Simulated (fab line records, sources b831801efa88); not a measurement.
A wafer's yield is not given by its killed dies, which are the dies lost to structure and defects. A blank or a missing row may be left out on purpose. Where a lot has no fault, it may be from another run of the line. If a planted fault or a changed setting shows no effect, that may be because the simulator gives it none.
fab line records ; flow sky130
[record] lots = 5; wafers = 23
route steps=708 shown LI_CONTACT@377 LOCAL_INTERCONNECT@392 CONTACT@422 VIA1@460 METAL2@487 VIA2@514
start_h: start of the lot's first displayed wafer, in hours after the record's first day ; wait_h: hours elapsed since this lot's preceding step ; " identical to the entry in the row above ; L1.1+2: several wafers, shown together as one row ; - no value, or no start was given ; * or withheld: withheld ; < > ~ a bound
route shown NAME@n: a module of which the file shows steps, and the number in the route of the first ; usual: mean/standard deviation taken from wafers without a fault ; same: alike in all rows ; chamber/n: place in a boat ; sites: each site's reading ; _std_site: how widely they spread, as a standard deviation ; _edge_site: outer sites' mean less inner sites' ; radius_mm: how far each site lies from the wafer's centre ; mask NAME#n: copy n ; behind: the last tool/chamber to shape the wafer ; hold: why the lot was held/for how many hours/how that ended ; device: transistor that didn't switch, given as n, p or np ; end of line: the route-end tests of the same wafers ; a step without rows: its recipe alone ; killed: dies lost to structure and defects at the first sort, not the wafer's yield ; map: per-die view of a wafer (x killed, . not killed, _ where there is no die)
set.NAME: the setting as run; set.NAME@STEP: as run at that earlier step ; model.NAME: the simulator's own value behind a step, which no gauge read
lots where settings were altered on purpose, with a table for each step and a row for each wafer
[[steps]]
[step SKY_LI_CONTACT_ETCH_15]
[recipe] target = PSG; chemistry = C4F8/O2/Ar; stop_on = Si; taper_deg = 4.15; mask_material = KrF-thick; source_w = 1500; bias_w = 1200; pressure_mtorr = 40; c4f8_flow_sccm = withheld; O2_flow_sccm = 6; Ar_flow_sccm = 300; time_s = withheld; target_depth_a = 6000
lot.wafer;tool;chamber;start_h;wait_h;set.bias_w;set.resist_thk_nm@LI_CONTACT_COAT_07;model.KrF-thick_of_LI_CONTACT_COAT_07.thk_nm
L078.2;rie_diel-01;0;711.34;0.0;1200;450;229.2
L078.3;rie_diel-01;2;711.34;0.0;1200;450;228.2
L078.6;rie_diel-01;0;711.34;0.0;1200;450;228.3
L079.1;rie_diel-02;2;718.53;0.0;1286;450;230.8
L079.2;rie_diel-02;1;718.53;0.0;1200;450;231
L079.4;rie_diel-02;3;718.53;0.0;1286;450;232.6
L079.5;rie_diel-02;3;718.53;0.0;1286;430.8;212.4
L079.6;rie_diel-02;2;718.53;0.0;1200;430.8;213.8
L080.1;rie_diel-01;3;727.80;0.0;1200;450;228.3
L080.2;rie_diel-01;0;727.80;0.0;1200;450;228.8
L080.4;rie_diel-01;0;727.80;0.0;1200;437.3;217.2
L080.5;rie_diel-01;3;727.80;0.0;1200;437.3;214.1
L080.6;rie_diel-01;2;727.80;0.0;1200;437.3;216.5
L081.1;rie_diel-02;2;731.80;0.0;1200;450;235.9
L081.2;rie_diel-02;3;731.80;0.0;1200;441.6;225.2
L081.3;rie_diel-02;0;731.80;0.0;1143;441.6;227.5
L081.4;rie_diel-02;1;731.80;0.0;1200;441.6;223
L081.5;rie_diel-02;2;731.80;0.0;1143;450;237.7
L085.1;rie_diel-04;0;769.09;0.0;1200;450;231.2
L085.2;rie_diel-04;2;769.09;0.0;1200;439.9;217.6
L085.3;rie_diel-04;1;769.09;0.0;1200;450;234.3
L085.4;rie_diel-04;1;769.09;0.0;1200;439.9;222.8
L085.5;rie_diel-04;0;769.09;0.0;1200;450;231.8
[step SKY_LI_CONTACT_STRIP_16]
[recipe] chemistry = O2/N2; power_w = 1400; pressure_mtorr = 1500; platen_temp_c = withheld; o2_flow_sccm = 3000; n2_flow_sccm = 300; overash_fraction = 0.5
[usual] strip_time_to_endpoint_s = 3.50/0.031
lot.wafer;tool;chamber;start_h;wait_h;set.resist_thk_nm@LI_CONTACT_COAT_07;strip_time_to_endpoint_s
L078.2;plasma_asher-01;0;711.42;-;450;3.47
L078.3;plasma_asher-01;1;711.42;-;450;3.46
L078.6;plasma_asher-01;1;711.42;-;450;3.46
L079.1;plasma_asher-03;1;718.62;-;450;3.48
L079.2;plasma_asher-03;0;718.62;-;450;3.48
L079.4;plasma_asher-03;0;718.62;-;450;3.49
L079.5;plasma_asher-03;1;718.62;-;430.8;3.30
L079.6;plasma_asher-03;0;718.62;-;430.8;3.28
L080.1;plasma_asher-02;1;727.89;-;450;3.46
L080.2;plasma_asher-02;0;727.89;-;450;3.48
L080.4;plasma_asher-02;0;727.89;-;437.3;3.34
L080.5;plasma_asher-02;0;727.89;-;437.3;3.32
L080.6;plasma_asher-02;1;727.89;-;437.3;3.35
L081.1;plasma_asher-02;0;731.89;-;450;3.55
L081.2;plasma_asher-02;1;731.89;-;441.6;3.42
L081.3;plasma_asher-02;0;731.89;-;441.6;3.45
L081.4;plasma_asher-02;1;731.89;-;441.6;3.40
L081.5;plasma_asher-02;1;731.89;-;450;3.55
L085.1;plasma_asher-01;0;769.17;-;450;3.49
L085.2;plasma_asher-01;1;769.17;-;439.9;3.35
L085.3;plasma_asher-01;1;769.17;-;450;3.52
L085.4;plasma_asher-01;0;769.17;-;439.9;3.42
L085.5;plasma_asher-01;0;769.17;-;450;3.50
[step SKY_LI_CONTACT_SPUTTER_19]
[recipe] material = Ti; target_thk_nm = 20; chamber_pressure_pa = 5; power_w = 2500; substrate_temp_c = 200; time_s = 106.37
lot.wafer;tool;chamber;start_h;wait_h;set.chamber_pressure_pa;model.Ti_of_LI_CONTACT_SPUTTER_19.thk_nm
L078.2;pvd_sputter-02;-;711.73;0.0;5;19.95
L078.3;pvd_sputter-02;-;711.73;0.0;5;19.79
L078.6;pvd_sputter-02;-;711.73;0.0;5;19.93
L079.1;pvd_sputter-02;-;718.93;0.0;5.48;18.32
L079.2;pvd_sputter-02;-;718.93;0.0;5.48;18.14
L079.4;pvd_sputter-02;-;718.93;0.0;5.48;18.55
L079.5;pvd_sputter-02;-;718.93;0.0;5.48;18.39
L079.6;pvd_sputter-02;-;718.93;0.0;5.48;18.23
L080.1;pvd_sputter-03;-;728.19;0.0;5.682;17.75
L080.2;pvd_sputter-03;-;728.19;0.0;5.682;17.64
L080.4;pvd_sputter-03;-;728.19;0.0;5.682;17.44
L080.5;pvd_sputter-03;-;728.19;0.0;5.682;17.48
L080.6;pvd_sputter-03;-;728.19;0.0;5.682;17.58
L081.1;pvd_sputter-02;-;732.19;0.0;5;19.99
L081.2;pvd_sputter-02;-;732.19;0.0;5;20.15
L081.3;pvd_sputter-02;-;732.19;0.0;5;19.93
L081.4;pvd_sputter-02;-;732.19;0.0;5;19.8
L081.5;pvd_sputter-02;-;732.19;0.0;5;19.81
L085.1;pvd_sputter-03;-;769.60;0.0;4.648;21.36
L085.2;pvd_sputter-03;-;769.60;0.0;4.648;21.55
L085.3;pvd_sputter-03;-;769.60;0.0;4.648;21.01
L085.4;pvd_sputter-03;-;769.60;0.0;4.648;21.12
L085.5;pvd_sputter-03;-;769.60;0.0;4.648;21.33
[step SKY_LOCAL_INTERCONNECT_COAT_05]
[recipe] resist = BARC; temp_c = withheld; time_s = withheld; spin_rpm = 3000; resist_thk_nm = 60
lot.wafer;tool;chamber;start_h;wait_h;set.resist_thk_nm
L078.2+3+6;litho_track-03;0;726.85;0.1;60
L079.1+2;litho_track-03;0;732.68;0.1;60
L079.4+5+6;litho_track-03;0;732.68;0.1;56.76
L080.1+4+5;litho_track-01;0;742.54;0.1;60
L080.2+6;litho_track-01;0;742.54;0.1;62.64
L081.1+2+5;litho_track-01;0;746.49;0.1;58.01
L081.3+4;litho_track-01;0;746.49;0.1;60
L085.1+2+3+4+5;litho_track-03;0;783.38;0.1;60
[step SKY_LOCAL_INTERCONNECT_ETCH_13]
[recipe] chemistry = N2/H2; target = BARC; ion_energy_ev = 200; bias_w = 100; pressure_mtorr = 30; n2_flow_sccm = 100; h2_flow_sccm = 200; icp_w = 500; stop_on = SiO2; time_s = 45.9; target_depth_a = 600
[usual] oes_product_au = 0.854/0.0046
lot.wafer;tool;chamber;start_h;wait_h;set.ion_energy_ev;set.resist_thk_nm@LOCAL_INTERCONNECT_COAT_05;oes_product_au
L078.2;rie_metal-03;0;741.06;0.0;200;60;0.850
L078.3;rie_metal-03;1;741.06;0.0;200;60;0.856
L078.6;rie_metal-03;0;741.06;0.0;200;60;0.851
L079.1;rie_metal-03;1;746.86;0.0;200;60;0.856
L079.2;rie_metal-03;0;746.86;0.0;200;60;0.854
L079.4;rie_metal-03;0;746.86;0.0;200;56.76;0.821
L079.5;rie_metal-03;0;746.86;0.0;200;56.76;0.819
L079.6;rie_metal-03;1;746.86;0.0;200;56.76;0.824
L080.1;rie_metal-03;0;756.61;0.0;200;60;0.851
L080.2;rie_metal-03;0;756.61;0.0;200;62.64;0.877
L080.4;rie_metal-03;0;756.61;0.0;200;60;0.855
L080.5;rie_metal-03;0;756.61;0.0;200;60;0.853
L080.6;rie_metal-03;0;756.61;0.0;200;62.64;0.878
L081.1;rie_metal-03;0;759.74;0.0;219.2;58.01;0.843
L081.2;rie_metal-03;0;759.74;0.0;200;58.01;0.837
L081.3;rie_metal-03;0;759.74;0.0;219.2;60;0.859
L081.4;rie_metal-03;0;759.74;0.0;200;60;0.855
L081.5;rie_metal-03;0;759.74;0.0;200;58.01;0.838
L085.1;rie_metal-02;1;796.53;0.0;210.7;60;0.851
L085.2;rie_metal-02;0;796.53;0.0;210.7;60;0.853
L085.3;rie_metal-02;1;796.53;0.0;200;60;0.859
L085.4;rie_metal-02;0;796.53;0.0;200;60;0.857
L085.5;rie_metal-02;1;796.53;0.0;200;60;0.861
[step SKY_CONTACT_ETCH_16]
[recipe] chemistry = N2/H2; target = BARC; ion_energy_ev = 200; source_w = 500; bias_w = 100; pressure_mtorr = 30; n2_flow_sccm = 100; h2_flow_sccm = 200; stop_on = SiO2; time_s = 45.9; target_depth_a = 600
lot.wafer;tool;chamber;start_h;wait_h;set.time_s;model.KrF-thick_of_CONTACT_COAT_09.thk_nm
L078.2+3;rie_diel-02;1,3;769.75;0.0;45.9;391.9
L078.6;rie_diel-02;3;769.75;0.0;45.9;392.7
L079.1;rie_diel-02;0;776.29;0.0;45.9;391.6
L079.2;rie_diel-02;1;776.29;0.0;41.32;396.2
L079.4;rie_diel-02;3;776.29;0.0;41.32;398.2
L079.5;rie_diel-02;1;776.29;0.0;45.9;392.3
L079.6;rie_diel-02;2;776.29;0.0;41.32;398.1
L080.1;rie_diel-03;1;784.55;0.0;49.94;390.1
L080.2+6;rie_diel-03;2;784.55;0.0;45.9;394.8
L080.4;rie_diel-03;3;784.55;0.0;45.9;394.9
L080.5;rie_diel-03;1;784.55;0.0;49.94;390.2
L081.1;rie_diel-02;3;787.68;0.0;50.19;388.9
L081.2+3;rie_diel-02;1,0;787.68;0.0;45.9;393.1
L081.4;rie_diel-02;2;787.68;0.0;50.19;390.6
L081.5;rie_diel-02;1;787.68;0.0;50.19;389.2
L085.1;rie_diel-02;0;824.48;0.0;45.9;394
L085.2;rie_diel-02;3;824.48;0.0;49.44;392.4
L085.3;rie_diel-02;2;824.48;0.0;49.44;391.5
L085.4;rie_diel-02;1;824.48;0.0;45.9;393.9
L085.5;rie_diel-02;3;824.48;0.0;49.44;391.1
[step SKY_CONTACT_CMP_27]
[recipe] stop_on = SiO2; t_overpolish_s = 15; down_force_psi = 3.5; platen_rpm = 60; target_thk_nm = 0; pad_velocity_m_s = 0.94248
[usual] overpolish_run_s = 15.000/0.0091
lot.wafer;tool;chamber;start_h;wait_h;set.t_overpolish_s;overpolish_run_s
L078.3;cmp-01;3;771.53;0.1;15;15.009
L078.2;cmp-01;0;771.53;0.1;15;15.002
L078.6;cmp-01;2;771.53;0.1;15;14.997
L079.2;cmp-01;2;777.48;0.0;15;14.999
L079.1;cmp-01;0;777.48;0.0;13.82;13.821
L079.4;cmp-01;1;777.48;0.0;13.82;13.824
L079.5;cmp-01;2;777.48;0.0;13.82;13.807
L079.6;cmp-01;3;777.48;0.0;15;14.999
L080.4;cmp-02;0;785.69;0.1;15;15.006
L080.1;cmp-02;1;785.69;0.1;15;15.003
L080.2;cmp-02;2;785.69;0.1;15;15.012
L080.5;cmp-02;3;785.69;0.1;15;14.999
L080.6;cmp-02;0;785.69;0.1;15;14.987
L081.4;cmp-01;3;788.77;0.0;15;15.003
L081.3;cmp-01;0;788.77;0.0;15;15.007
L081.1;cmp-01;1;788.77;0.0;15;14.997
L081.2;cmp-01;2;788.77;0.0;17.58;17.574
L081.5;cmp-01;0;788.77;0.0;17.58;17.580
L085.2;cmp-01;2;825.60;0.0;15;15.006
L085.3;cmp-01;3;825.60;0.0;15;15.005
L085.4;cmp-01;0;825.60;0.0;13.13;13.129
L085.1;cmp-01;1;825.60;0.0;13.13;13.131
L085.5;cmp-01;3;825.60;0.0;13.13;13.126
[step SKY_VIA1_CMP_02]
[recipe] material = SiO2; down_force_psi = 4; platen_rpm = 60; pad_velocity_m_s = 0.94248
lot.wafer;tool;chamber;start_h;wait_h;set.leave_above_ref_nm;model.SiO2_of_VIA1_HDPCVD_00.thk_nm
L078.3;cmp-01;3;799.11;0.0;345;344.4
L078.2;cmp-01;0;799.11;0.0;345;345.5
L078.6;cmp-01;0;799.11;0.0;345;344.7
L079.1;cmp-02;1;805.75;0.1;357.2;359.1
L079.4+2;cmp-02;2,3;805.75;0.1;345;-
L079.6;cmp-02;0;805.75;0.1;357.2;-
L079.5;cmp-02;1;805.75;0.1;357.2;357.8
L080.2;cmp-01;3;813.84;0.1;356.2;354.9
L080.1;cmp-01;0;813.84;0.1;356.2;357
L080.4;cmp-01;1;813.84;0.1;345;344.8
L080.6;cmp-01;3;813.84;0.1;356.2;355.5
L080.5;cmp-01;0;813.84;0.1;345;342.8
L081.3+2;cmp-02;0,3;816.64;0.0;345;346.3
L081.4;cmp-02;1;816.64;0.0;345;346.4
L081.1;cmp-02;2;816.64;0.0;345;344.8
L081.5;cmp-02;0;816.64;0.0;345;345.4
L085.1;cmp-02;2;854.53;0.1;345;345.6
L085.2;cmp-02;3;854.53;0.1;361.9;362.7
L085.4;cmp-02;0;854.53;0.1;361.9;364.1
L085.3;cmp-02;1;854.53;0.1;345;346.5
L085.5;cmp-02;3;854.53;0.1;361.9;363.9
[step SKY_VIA1_SPUTTER_20]
[recipe] material = TiN; target_thk_nm = 20; chamber_pressure_pa = 5; power_w = 4000; time_s = 80
lot.wafer;tool;chamber;start_h;wait_h;set.time_s;model.TiN_of_VIA1_SPUTTER_20.thk_nm
L078.2+6;pvd_sputter-01;-;826.95;0.0;80;20.38
L078.3;pvd_sputter-01;-;826.95;0.0;80;20.42
L079.1;pvd_sputter-01;-;833.33;0.0;80;20.45
L079.2;pvd_sputter-01;-;833.33;0.0;68.44;17.34
L079.4;pvd_sputter-01;-;833.33;0.0;68.44;17.62
L079.5;pvd_sputter-01;-;833.33;0.0;68.44;17.28
L079.6;pvd_sputter-01;-;833.33;0.0;80;20.29
L080.1;pvd_sputter-02;-;841.82;0.0;80;19.76
L080.2;pvd_sputter-02;-;841.82;0.0;85.85;21.35
L080.4;pvd_sputter-02;-;841.82;0.0;80;19.35
L080.5;pvd_sputter-02;-;841.82;0.0;80;19.3
L080.6;pvd_sputter-02;-;841.82;0.0;85.85;21.23
L081.1;pvd_sputter-01;-;844.46;0.0;80;20.11
L081.2;pvd_sputter-01;-;844.46;0.0;80;20.38
L081.3;pvd_sputter-01;-;844.46;0.0;75.66;19.16
L081.4;pvd_sputter-01;-;844.46;0.0;75.66;19.05
L081.5;pvd_sputter-01;-;844.46;0.0;80;20.2
L085.1;pvd_sputter-01;-;882.20;0.0;80;20.22
L085.2;pvd_sputter-01;-;882.20;0.0;80;19.99
L085.3+5;pvd_sputter-01;-;882.20;0.0;80;20.11
L085.4;pvd_sputter-01;-;882.20;0.0;80;20.01
[step SKY_METAL2_SPUTTER_04]
[recipe] material = TiN; target_thk_nm = 70; power_w = 6500; time_s = 58.3; chamber_pressure_pa = 0.4
lot.wafer;tool;chamber;start_h;wait_h;set.power_w;model.TiN_of_METAL2_SPUTTER_04.thk_nm
L078.2;pvd_sputter-03;-;827.67;0.0;6500;69.57
L078.3;pvd_sputter-03;-;827.67;0.0;6500;70.37
L078.6;pvd_sputter-03;-;827.67;0.0;6500;69.32
L079.1;pvd_sputter-04;-;834.06;0.0;6500;69.05
L079.2;pvd_sputter-04;-;834.06;0.0;6837;71.55
L079.4;pvd_sputter-04;-;834.06;0.0;6837;71.94
L079.5;pvd_sputter-04;-;834.06;0.0;6500;68.15
L079.6;pvd_sputter-04;-;834.06;0.0;6837;72.12
L080.1;pvd_sputter-03;-;842.55;0.0;6500;69.62
L080.2;pvd_sputter-03;-;842.55;0.0;6500;70.47
L080.4;pvd_sputter-03;-;842.55;0.0;6500;70.31
L080.5;pvd_sputter-03;-;842.55;0.0;6500;69.93
L080.6;pvd_sputter-03;-;842.55;0.0;6500;69.49
L081.1;pvd_sputter-04;-;845.18;0.0;6500;70.81
L081.2;pvd_sputter-04;-;845.18;0.0;6722;73.77
L081.3;pvd_sputter-04;-;845.18;0.0;6722;73.29
L081.4;pvd_sputter-04;-;845.18;0.0;6722;73.3
L081.5;pvd_sputter-04;-;845.18;0.0;6500;71.08
L085.1;pvd_sputter-03;-;882.95;0.0;6500;68.93
L085.2;pvd_sputter-03;-;882.95;0.0;6500;69.49
L085.3;pvd_sputter-03;-;882.95;0.0;6500;68.97
L085.4;pvd_sputter-03;-;882.95;0.0;6500;68.72
L085.5;pvd_sputter-03;-;882.95;0.0;6500;69.11
[step SKY_METAL2_COAT_10]
[recipe] resist = KrF-thick; spin_rpm = 3000; resist_thk_nm = 450
lot.wafer;tool;chamber;start_h;wait_h;set.spin_rpm;model.KrF-thick_of_METAL2_COAT_10.thk_nm
L078.2;litho_track-01;0;-;-;3000;448.7
L078.3;litho_track-01;0;-;-;3000;449
L078.6;litho_track-01;0;-;-;3000;450.2
L079.1;litho_track-01;0;-;-;3205;434
L079.2;litho_track-01;0;-;-;3205;-
L079.4+6;litho_track-01;0;-;-;3000;-
L079.5;litho_track-01;0;-;-;3000;450.5
L080.1;litho_track-03;0;-;-;2904;458.2
L080.2;litho_track-03;0;-;-;3000;450.4
L080.4;litho_track-03;0;-;-;3000;450.5
L080.5;litho_track-03;0;-;-;2904;458.6
L080.6;litho_track-03;0;-;-;3000;451.8
L081.1;litho_track-01;0;-;-;3000;450.1
L081.2;litho_track-01;0;-;-;3000;448.9
L081.3;litho_track-01;0;-;-;3000;449.4
L081.4;litho_track-01;0;-;-;3000;450.6
L081.5;litho_track-01;0;-;-;3000;450.4
L085.1;litho_track-02;0;-;-;3000;449.3
L085.2;litho_track-02;0;-;-;2796;466.4
L085.3;litho_track-02;0;-;-;2796;465.4
L085.4;litho_track-02;0;-;-;3000;449.1
L085.5;litho_track-02;0;-;-;3000;449.7
[step SKY_METAL2_SOFTBAKE_11]
[recipe] temp_c = 100; time_s = 90; resist = KrF-thick
[step SKY_METAL2_EXPOSE_12]
[recipe] mask_id = MM2; na = 0.8; source_shape = annular; sigma_inner = 0.55; sigma_outer = 0.85; target_cd_nm = 140; dose_mj = 28
[step SKY_METAL2_DESCUM_17]
[recipe] chemistry = O2; source_power_w = 150; bias_power_w = 0; pressure_mtorr = 10; temp_c = 40; time_s = 8
[step SKY_METAL2_ETCH_18]
[recipe] chemistry = N2/H2; target = BARC; ion_energy_ev = 200; bias_w = 100; pressure_mtorr = 30; n2_flow_sccm = 100; h2_flow_sccm = 200; icp_w = 500; stop_on = SiO2; time_s = 45.9; target_depth_a = 600
lot.wafer;tool;chamber;start_h;wait_h;set.spin_rpm@METAL2_COAT_10;model.KrF-thick_of_METAL2_COAT_10.thk_nm
L078.2;rie_metal-01;0;853.87;0.0;3000;391.7
L078.3;rie_metal-01;1;853.87;0.0;3000;391.8
L078.6;rie_metal-01;1;853.87;0.0;3000;393.2
L079.1;rie_metal-04;0;860.42;0.0;3205;376.5
L079.2;rie_metal-04;1;860.42;0.0;3205;-
L079.4+6;rie_metal-04;0,1;860.42;0.0;3000;-
L079.5;rie_metal-04;0;860.42;0.0;3000;393
L080.1;rie_metal-04;1;869.66;0.0;2904;400.9
L080.2;rie_metal-04;0;869.66;0.0;3000;392.7
L080.4;rie_metal-04;1;869.66;0.0;3000;393.4
L080.5;rie_metal-04;1;869.66;0.0;2904;401.4
L080.6;rie_metal-04;0;869.66;0.0;3000;394
L081.1;rie_metal-04;0;871.61;0.0;3000;392.7
L081.2;rie_metal-04;1;871.61;0.0;3000;392.1
L081.3;rie_metal-04;0;871.61;0.0;3000;391.9
L081.4;rie_metal-04;1;871.61;0.0;3000;393.3
L081.5;rie_metal-04;0;871.61;0.0;3000;392.9
L085.1;rie_metal-02;0;908.81;0.0;3000;391.8
L085.2;rie_metal-02;1;908.81;0.0;2796;409.1
L085.3;rie_metal-02;1;908.81;0.0;2796;408.3
L085.4;rie_metal-02;0;908.81;0.0;3000;391.6
L085.5;rie_metal-02;1;908.81;0.0;3000;392.1
[step SKY_METAL2_METAL_ETCH_19]
[recipe] target_depth_a = 3600; stop_on = SiO2; over_etch_frac = 0.3; time_s = 78; chemistry = Cl2/BCl3; resist_sidewall_deg = 88; pressure_mtorr = 10; icp_w = 900; bias_w = 48.5; Cl2_flow_sccm = 60; bcl3_flow_sccm = 30
[usual] oes_product_au = 0.851/0.011
lot.wafer;tool;chamber;start_h;wait_h;set.time_s;set.spin_rpm@METAL2_COAT_10;oes_product_au;model.KrF-thick_of_METAL2_COAT_10.thk_nm
L078.2;rie_metal-01;0;853.94;0.0;78;3000;0.845;164.1
L078.3;rie_metal-01;1;853.94;0.0;78;3000;0.842;162.6
L078.6;rie_metal-01;1;853.94;0.0;78;3000;0.850;163.6
L079.1;rie_metal-04;0;860.49;0.0;78;3205;0.837;140.8
L079.2;rie_metal-04;1;860.49;0.0;78;3205;0.863;-
L079.4;rie_metal-04;0;860.49;0.0;78;3000;0.839;-
L079.5;rie_metal-04;0;860.49;0.0;78;3000;0.872;157
L079.6;rie_metal-04;1;860.49;0.0;78;3000;0.860;-
L080.1;rie_metal-04;1;869.73;0.0;78;2904;0.852;172.5
L080.2;rie_metal-04;0;869.73;0.0;71.68;3000;0.888;178.9
L080.4;rie_metal-04;1;869.73;0.0;71.68;3000;0.891;183.4
L080.5;rie_metal-04;1;869.73;0.0;78;2904;0.858;172.1
L080.6;rie_metal-04;0;869.73;0.0;78;3000;0.843;160.5
L081.1;rie_metal-04;0;871.68;0.0;78;3000;0.868;158.2
L081.2;rie_metal-04;1;871.68;0.0;71.74;3000;0.890;179.3
L081.3;rie_metal-04;0;871.68;0.0;71.74;3000;0.888;176.8
L081.4;rie_metal-04;1;871.68;0.0;78;3000;0.843;162.7
L081.5;rie_metal-04;0;871.68;0.0;71.74;3000;0.879;178.6
L085.1;rie_metal-02;0;908.88;0.0;68.49;3000;0.949;184
L085.2;rie_metal-02;1;908.88;0.0;68.49;2796;0.930;202.4
L085.3;rie_metal-02;1;908.88;0.0;78;2796;0.849;172.3
L085.4;rie_metal-02;0;908.88;0.0;78;3000;0.863;155.2
L085.5;rie_metal-02;1;908.88;0.0;78;3000;0.837;160.4
[step SKY_METAL2_STRIP_20]
[recipe] chemistry = O2/N2; power_w = 1400; pressure_mtorr = 1500; platen_temp_c = withheld; o2_flow_sccm = 3000; n2_flow_sccm = 300; overash_fraction = 0.5
[usual] strip_time_to_endpoint_s = 2.72/0.037
lot.wafer;tool;chamber;start_h;wait_h;set.spin_rpm@METAL2_COAT_10;set.time_s@METAL2_METAL_ETCH_19;strip_time_to_endpoint_s
L078.2;plasma_asher-01;1;854.03;0.1;3000;78;2.75
L078.3;plasma_asher-01;1;854.03;0.1;3000;78;2.74
L078.6;plasma_asher-01;1;854.03;0.1;3000;78;2.75
L079.1;plasma_asher-02;1;860.58;0.1;3205;78;2.50
L079.2;plasma_asher-02;0;860.58;0.1;3205;78;2.57
L079.4;plasma_asher-02;1;860.58;0.1;3000;78;2.67
L079.5;plasma_asher-02;1;860.58;0.1;3000;78;2.68
L079.6;plasma_asher-02;0;860.58;0.1;3000;78;2.71
L080.1;plasma_asher-02;1;869.82;0.1;2904;78;2.85
L080.2;plasma_asher-02;0;869.82;0.1;3000;71.68;2.91
L080.4;plasma_asher-02;0;869.82;0.1;3000;71.68;2.95
L080.5;plasma_asher-02;0;869.82;0.1;2904;78;2.84
L080.6;plasma_asher-02;1;869.82;0.1;3000;78;2.74
L081.1;plasma_asher-04;1;871.77;0.1;3000;78;2.69
L081.2;plasma_asher-04;0;871.77;0.1;3000;71.74;2.91
L081.3;plasma_asher-04;0;871.77;0.1;3000;71.74;2.88
L081.4;plasma_asher-04;1;871.77;0.1;3000;78;2.73
L081.5;plasma_asher-04;1;871.77;0.1;3000;71.74;2.90
L085.1;plasma_asher-04;1;908.97;0.1;3000;68.49;2.97
L085.2;plasma_asher-04;0;908.97;0.1;2796;68.49;3.17
L085.3;plasma_asher-04;0;908.97;0.1;2796;78;2.84
L085.4;plasma_asher-04;1;908.97;0.1;3000;78;2.64
L085.5;plasma_asher-04;0;908.97;0.1;3000;78;2.72
[step SKY_VIA2_COAT_07]
[recipe] resist = KrF-thick; spin_rpm = 3000; resist_thk_nm = 450
lot.wafer;tool;chamber;start_h;wait_h;set.resist_thk_nm;model.KrF-thick_of_VIA2_COAT_07.thk_nm
L078.2;litho_track-04;0;-;-;450;452.4
L078.3;litho_track-04;0;-;-;450;453
L078.6;litho_track-04;0;-;-;450;451.6
L079.1;litho_track-01;0;-;-;450;450.3
L079.2;litho_track-01;0;-;-;450;450.7
L079.4;litho_track-01;0;-;-;466.8;466.7
L079.5;litho_track-01;0;-;-;466.8;467.6
L079.6;litho_track-01;0;-;-;450;450.8
L080.1;litho_track-03;0;-;-;458;457.5
L080.2;litho_track-03;0;-;-;450;449.5
L080.4;litho_track-03;0;-;-;450;450.3
L080.5;litho_track-03;0;-;-;450;450.5
L080.6;litho_track-03;0;-;-;458;458.1
L081.1;litho_track-01;0;-;-;436;437.3
L081.2;litho_track-01;0;-;-;450;450.2
L081.3;litho_track-01;0;-;-;436;436.1
L081.4;litho_track-01;0;-;-;450;451.4
L081.5;litho_track-01;0;-;-;436;435.8
L085.1;litho_track-04;0;-;-;450;451.3
L085.2;litho_track-04;0;-;-;450;450.9
L085.3;litho_track-04;0;-;-;440.8;441.6
L085.4;litho_track-04;0;-;-;450;450.6
L085.5;litho_track-04;0;-;-;440.8;441.1
[[key]]
[split] step = SKY_LI_CONTACT_ETCH_15; setting = bias_w; stated = 1200; by = wafer
response none clear
[split] step = SKY_LI_CONTACT_SPUTTER_19; setting = chamber_pressure_pa; stated = 5; by = lot
[response] step = SKY_LI_CONTACT_SPUTTER_19; reading = model.Ti_of_LI_CONTACT_SPUTTER_19.thk_nm; change = -0.176; per = 1%; r = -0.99
[split] step = SKY_LOCAL_INTERCONNECT_COAT_05; setting = resist_thk_nm; stated = 60; by = wafer
[response] step = SKY_LOCAL_INTERCONNECT_ETCH_13; reading = oes_product_au; change = +0.00588; per = 1%; r = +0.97
[split] step = SKY_LOCAL_INTERCONNECT_ETCH_13; setting = ion_energy_ev; stated = 200; by = wafer
response none clear
[split] step = SKY_CONTACT_ETCH_16; setting = time_s; stated = 45.9; by = wafer
[response] step = SKY_CONTACT_ETCH_16; reading = model.KrF-thick_of_CONTACT_COAT_09.thk_nm; change = -0.455; per = 1%; r = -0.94
[split] step = SKY_CONTACT_CMP_27; setting = t_overpolish_s; stated = 15; by = wafer
[response] step = SKY_CONTACT_CMP_27; reading = overpolish_run_s; change = +0.15; per = 1%; r = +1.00
[split] step = SKY_VIA1_CMP_02; setting = leave_above_ref_nm; stated = 345; by = wafer
[response] step = SKY_VIA1_CMP_02; reading = model.SiO2_of_VIA1_HDPCVD_00.thk_nm; change = +3.61; per = 1%; r = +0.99
[split] step = SKY_VIA1_SPUTTER_20; setting = time_s; stated = 80; by = wafer
[response] step = SKY_VIA1_SPUTTER_20; reading = model.TiN_of_VIA1_SPUTTER_20.thk_nm; change = +0.213; per = 1%; r = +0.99
[split] step = SKY_METAL2_SPUTTER_04; setting = power_w; stated = 6500; by = wafer
[response] step = SKY_METAL2_SPUTTER_04; reading = model.TiN_of_METAL2_SPUTTER_04.thk_nm; change = +0.662; per = 1%; r = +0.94
[split] step = SKY_METAL2_COAT_10; setting = spin_rpm; stated = 3000; by = wafer
[response] step = SKY_METAL2_COAT_10; reading = model.KrF-thick_of_METAL2_COAT_10.thk_nm; change = -2.42; per = 1%; r = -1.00
[response] step = SKY_METAL2_ETCH_18; reading = model.KrF-thick_of_METAL2_COAT_10.thk_nm; change = -2.45; per = 1%; r = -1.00
[response] step = SKY_METAL2_METAL_ETCH_19; reading = model.KrF-thick_of_METAL2_COAT_10.thk_nm; slope = -2.49; per = 1%; together_with = time_s@METAL2_METAL_ETCH_19; explained = 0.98
[response] step = SKY_METAL2_STRIP_20; reading = strip_time_to_endpoint_s; slope = *; per = 1%; together_with = time_s@METAL2_METAL_ETCH_19; explained = 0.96
[split] step = SKY_METAL2_METAL_ETCH_19; setting = time_s; stated = 78; by = wafer
[response] step = SKY_METAL2_METAL_ETCH_19; reading = oes_product_au; change = -0.00591; per = 1%; r = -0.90
[response] step = SKY_METAL2_METAL_ETCH_19; reading = model.KrF-thick_of_METAL2_COAT_10.thk_nm; change = -2.22; per = 1%; r = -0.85
[response] step = SKY_METAL2_STRIP_20; reading = strip_time_to_endpoint_s; slope = *; per = 1%; together_with = spin_rpm@METAL2_COAT_10; explained = 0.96
[split] step = SKY_VIA2_COAT_07; setting = resist_thk_nm; stated = 450; by = wafer
[response] step = SKY_VIA2_COAT_07; reading = model.KrF-thick_of_VIA2_COAT_07.thk_nm; change = +4.51; per = 1%; r = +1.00
split outside_this_file step=SKY_LI_CONTACT_COAT_07 setting=resist_thk_nm
// split outside_this_file: this setting was split too, and the file shows its column; the key of that split is in another file
